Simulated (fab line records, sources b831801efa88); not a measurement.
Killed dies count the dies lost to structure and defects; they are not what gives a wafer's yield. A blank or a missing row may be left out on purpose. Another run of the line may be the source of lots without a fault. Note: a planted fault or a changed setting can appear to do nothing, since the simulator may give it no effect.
Which of the tools did it? / flow sky130 / 38 wafers from 14 lots sampled at 4 of the route's 708 steps

WHAT EACH GAUGE READ, for each wafer
SKY_METAL3_OVL_MEAS_14. Usual: METAL3_OVL 1 nm, standard deviation 5.7.
lot=L145; measured=day 39 01:19; on=overlay-01; METAL3_OVL (nm)=-6 -6 1; flag=
lot=L146; measured=day 39 04:49; on=overlay-01; METAL3_OVL (nm)=2 -3 -3; flag=
lot=L147; measured=day 39 07:05; on=overlay-01; METAL3_OVL (nm)=-8 -10 -6; flag=
lot=L148; measured=day 39 09:56; on=overlay-02; METAL3_OVL (nm)=2 6 10; flag=
lot=L151; measured=day 40 07:40; on=overlay-01; METAL3_OVL (nm)=0 -6 -8; flag=
lot=L152; measured=day 40 14:39; on=overlay-01; METAL3_OVL (nm)=-5 5 -4; flag=
lot=L156; measured=day 42 04:59; on=overlay-02; METAL3_OVL (nm)=9; flag=
lot=L158; measured=day 42 14:37; on=overlay-01; METAL3_OVL (nm)=7; flag=
lot=L159; measured=day 42 16:40; on=overlay-02; METAL3_OVL (nm)=7 7 13; flag=
lot=L160; measured=day 42 20:58; on=overlay-01; METAL3_OVL (nm)=-4 -4 3; flag=
lot=L161; measured=day 43 06:58; on=overlay-02; METAL3_OVL (nm)=5 5 0; flag=
lot=L163; measured=day 43 22:11; on=overlay-01; METAL3_OVL (nm)=4 1 -4; flag=
lot=L165; measured=day 44 08:11; on=overlay-02; METAL3_OVL (nm)=-7 -4 -5; flag=
lot=L168; measured=day 45 02:48; on=overlay-02; METAL3_OVL (nm)=8 -2 4; flag=

SKY_VIA3_THK_MEAS_01. Usual: VIA3_HDPCVD_THK 1642 nm, standard deviation 17.
lot=L145; measured=day 39 02:28; on=film_metro-03; VIA3_HDPCVD_THK (nm)=1625 1624 1622; flag=
lot=L146; measured=day 39 05:57; on=film_metro-04; VIA3_HDPCVD_THK (nm)=1673 1646 1655; flag=
lot=L147; measured=day 39 08:13; on=film_metro-04; VIA3_HDPCVD_THK (nm)=1682 1668 1646; flag=
lot=L148; measured=day 39 11:04; on=film_metro-03; VIA3_HDPCVD_THK (nm)=1641 1610 1628; flag=
lot=L151; measured=day 40 08:59; on=film_metro-01; VIA3_HDPCVD_THK (nm)=1663 1659 1636; flag=
lot=L152; measured=day 40 15:58; on=film_metro-01; VIA3_HDPCVD_THK (nm)=1653 1660 1637; flag=
lot=L156; measured=day 42 06:09; on=film_metro-04; VIA3_HDPCVD_THK (nm)=1645; flag=
lot=L158; measured=day 42 15:50; on=film_metro-04; VIA3_HDPCVD_THK (nm)=1646; flag=
lot=L159; measured=day 42 17:48; on=film_metro-04; VIA3_HDPCVD_THK (nm)=1629 1636 1613; flag=
lot=L160; measured=day 42 22:06; on=film_metro-04; VIA3_HDPCVD_THK (nm)=1626 1632 1632; flag=
lot=L161; measured=day 43 08:07; on=film_metro-04; VIA3_HDPCVD_THK (nm)=1657 1676 1654; flag=
lot=L163; measured=day 43 23:19; on=film_metro-04; VIA3_HDPCVD_THK (nm)=1637 1637 1638; flag=
lot=L165; measured=day 44 09:19; on=film_metro-04; VIA3_HDPCVD_THK (nm)=1665 1643 1662; flag=
lot=L168; measured=day 45 03:58; on=film_metro-03; VIA3_HDPCVD_THK (nm)=1613 1641 1639; flag=

WHICH TOOL RAN EACH LOT (tool, then ch and the chambers of the sampled wafers, then the start)
lot=L145; SKY_METAL3_SOFTBAKE_09=litho_track-04 ch 0, day 38 12:00; SKY_METAL3_ETCH_17=rie_diel-02 ch 0,1,3, day 39 01:28
lot=L146; SKY_METAL3_SOFTBAKE_09=litho_track-02 ch 0, day 38 16:00; SKY_METAL3_ETCH_17=rie_diel-01 ch 0,1,3, day 39 04:59
lot=L147; SKY_METAL3_SOFTBAKE_09=litho_track-04 ch 0, day 38 18:00; SKY_METAL3_ETCH_17=rie_diel-03 ch 1,2,3, day 39 07:15
lot=L148; SKY_METAL3_SOFTBAKE_09=litho_track-01 ch 0, day 38 20:00; SKY_METAL3_ETCH_17=rie_diel-01 ch 1,2,3, day 39 10:06
lot=L151; SKY_METAL3_SOFTBAKE_09=litho_track-01 ch 0, day 39 18:00; SKY_METAL3_ETCH_17=rie_diel-02 ch 0,1, day 40 07:49
lot=L152; SKY_METAL3_SOFTBAKE_09=litho_track-01 ch 0, day 40 02:00; SKY_METAL3_ETCH_17=rie_diel-03 ch 1,2, day 40 14:48
lot=L156; SKY_METAL3_SOFTBAKE_09=litho_track-04 ch 0, day 41 16:00; SKY_METAL3_ETCH_17=rie_diel-01 ch 1, day 42 05:09
lot=L158; SKY_METAL3_SOFTBAKE_09=litho_track-04 ch 0, day 42 02:00; SKY_METAL3_ETCH_17=rie_diel-02 ch 3, day 42 14:47
lot=L159; SKY_METAL3_SOFTBAKE_09=litho_track-02 ch 0, day 42 05:00; SKY_METAL3_ETCH_17=rie_diel-01 ch 1,3, day 42 16:50
lot=L160; SKY_METAL3_SOFTBAKE_09=litho_track-02 ch 0, day 42 09:00; SKY_METAL3_ETCH_17=rie_diel-02 ch 2,3, day 42 21:08
lot=L161; SKY_METAL3_SOFTBAKE_09=litho_track-02 ch 0, day 42 18:00; SKY_METAL3_ETCH_17=rie_diel-02 ch 0,2,3, day 43 07:07
lot=L163; SKY_METAL3_SOFTBAKE_09=litho_track-02 ch 0, day 43 11:00; SKY_METAL3_ETCH_17=rie_diel-03 ch 2,3, day 43 22:20
lot=L165; SKY_METAL3_SOFTBAKE_09=litho_track-02 ch 0, day 43 20:00; SKY_METAL3_ETCH_17=rie_diel-03 ch 1,2,3, day 44 08:21
lot=L168; SKY_METAL3_SOFTBAKE_09=litho_track-01 ch 0, day 44 15:00; SKY_METAL3_ETCH_17=rie_diel-01 ch 0,1,3, day 45 02:58
- SKY_METAL3_SOFTBAKE_09: time 90 s.
- SKY_METAL3_ETCH_17: etches SiO2 in C4F8/O2/Ar, stops on TiN, time 3.9 s, target depth 15 nm.

AS READ BY THE TOOLS THEMSELVES (means over the sampled wafers that have a number; for cases with no such wafer, the mark the record gives instead)
SKY_METAL3_SOFTBAKE_09. Usual: heater_power_total_W 57.35 W, standard deviation 0.11; plate_temp_C 99.98 C, standard deviation 0.16; resist_line_temp_C 23.03 C, standard deviation 0.096.
lot=L145; tool=litho_track-04; heater_power_total_W (W)=57.38; plate_temp_C (C)=100.06; resist_line_temp_C (C)=23.09; flag=
lot=L146; tool=litho_track-02; heater_power_total_W (W)=57.45; plate_temp_C (C)=99.95; resist_line_temp_C (C)=23.13; flag=
lot=L147; tool=litho_track-04; heater_power_total_W (W)=57.41; plate_temp_C (C)=99.91; resist_line_temp_C (C)=23.09; flag=
lot=L148; tool=litho_track-01; heater_power_total_W (W)=57.24; plate_temp_C (C)=99.85; resist_line_temp_C (C)=22.97; flag=
lot=L151; tool=litho_track-01; heater_power_total_W (W)=57.34; plate_temp_C (C)=100.20; resist_line_temp_C (C)=23.09; flag=
lot=L152; tool=litho_track-01; heater_power_total_W (W)=57.34; plate_temp_C (C)=99.94; resist_line_temp_C (C)=23.00; flag=
lot=L156; tool=litho_track-04; heater_power_total_W (W)=56.85; plate_temp_C (C)=99.64; resist_line_temp_C (C)=23.14; flag=OFF
lot=L158; tool=litho_track-04; heater_power_total_W (W)=56.72; plate_temp_C (C)=99.39; resist_line_temp_C (C)=23.00; flag=OFF
lot=L159; tool=litho_track-02; heater_power_total_W (W)=57.27; plate_temp_C (C)=100.04; resist_line_temp_C (C)=23.07; flag=
lot=L160; tool=litho_track-02; heater_power_total_W (W)=57.33; plate_temp_C (C)=100.07; resist_line_temp_C (C)=23.08; flag=
lot=L161; tool=litho_track-02; heater_power_total_W (W)=57.30; plate_temp_C (C)=99.88; resist_line_temp_C (C)=22.96; flag=
lot=L163; tool=litho_track-02; heater_power_total_W (W)=57.41; plate_temp_C (C)=99.75; resist_line_temp_C (C)=23.14; flag=
lot=L165; tool=litho_track-02; heater_power_total_W (W)=57.41; plate_temp_C (C)=99.87; resist_line_temp_C (C)=22.82; flag=
lot=L168; tool=litho_track-01; heater_power_total_W (W)=57.37; plate_temp_C (C)=100.14; resist_line_temp_C (C)=23.06; flag=

SKY_METAL3_ETCH_17. Usual: 0.754 a.u. for oes_product_au, sd 0.0073.
lot=L145; tool=rie_diel-02; oes_product_au (a.u.)=0.757; flag=
lot=L146; tool=rie_diel-01; oes_product_au (a.u.)=0.753; flag=
lot=L147; tool=rie_diel-03; oes_product_au (a.u.)=0.747; flag=
lot=L148; tool=rie_diel-01; oes_product_au (a.u.)=0.764; flag=
lot=L151; tool=rie_diel-02; oes_product_au (a.u.)=0.748; flag=
lot=L152; tool=rie_diel-03; oes_product_au (a.u.)=0.759; flag=
lot=L156; tool=rie_diel-01; oes_product_au (a.u.)=0.742; flag=
lot=L158; tool=rie_diel-02; oes_product_au (a.u.)=0.756; flag=
lot=L159; tool=rie_diel-01; oes_product_au (a.u.)=0.746; flag=
lot=L160; tool=rie_diel-02; oes_product_au (a.u.)=0.759; flag=
lot=L161; tool=rie_diel-02; oes_product_au (a.u.)=0.755; flag=
lot=L163; tool=rie_diel-03; oes_product_au (a.u.)=0.750; flag=
lot=L165; tool=rie_diel-03; oes_product_au (a.u.)=0.756; flag=
lot=L168; tool=rie_diel-01; oes_product_au (a.u.)=0.751; flag=

THE ANSWER, worked out from the rows above alone
Rule: a lot is off if the mean of its wafers that have a number lies more than 3 standard deviations from the usual mean. Also off: a lot with no number at a reading for which 4 or more lots have one. The other lots that the step has rows for count as sound. First the gauges in route order, then the tools' own readings, where a lot's mean is used as printed above. The first step at which some lot is off is used, and at that step the reading that is off furthest; a lot without a number counts as furthest.
Off at SKY_METAL3_SOFTBAKE_09 (heater_power_total_W): L156, L158.
A tool fits if, at that step or a process step before it, it ran every lot that is off, and no sound lot after the first of them. One fits: SKY_METAL3_SOFTBAKE_09 on litho_track-04. Its last sound lot is L147 (day 38 18:00), its first lot that is off L156 (day 41 16:00): a fault that began between those two fits.
On the lots that are off, the tool's own readings at SKY_METAL3_SOFTBAKE_09 differ by more than 5 times the standard deviation of the sound lots' means, which bears it out; heater_power_total_W reads 56.78 W there versus 57.35 W on the sound lots.

WHAT THE SIMULATOR PUT IN
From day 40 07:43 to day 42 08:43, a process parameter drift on litho_track-04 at SKY_METAL3_SOFTBAKE_09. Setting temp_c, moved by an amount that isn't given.
Shown lots that were struck: L156, L158. The rule above reached the same finding.
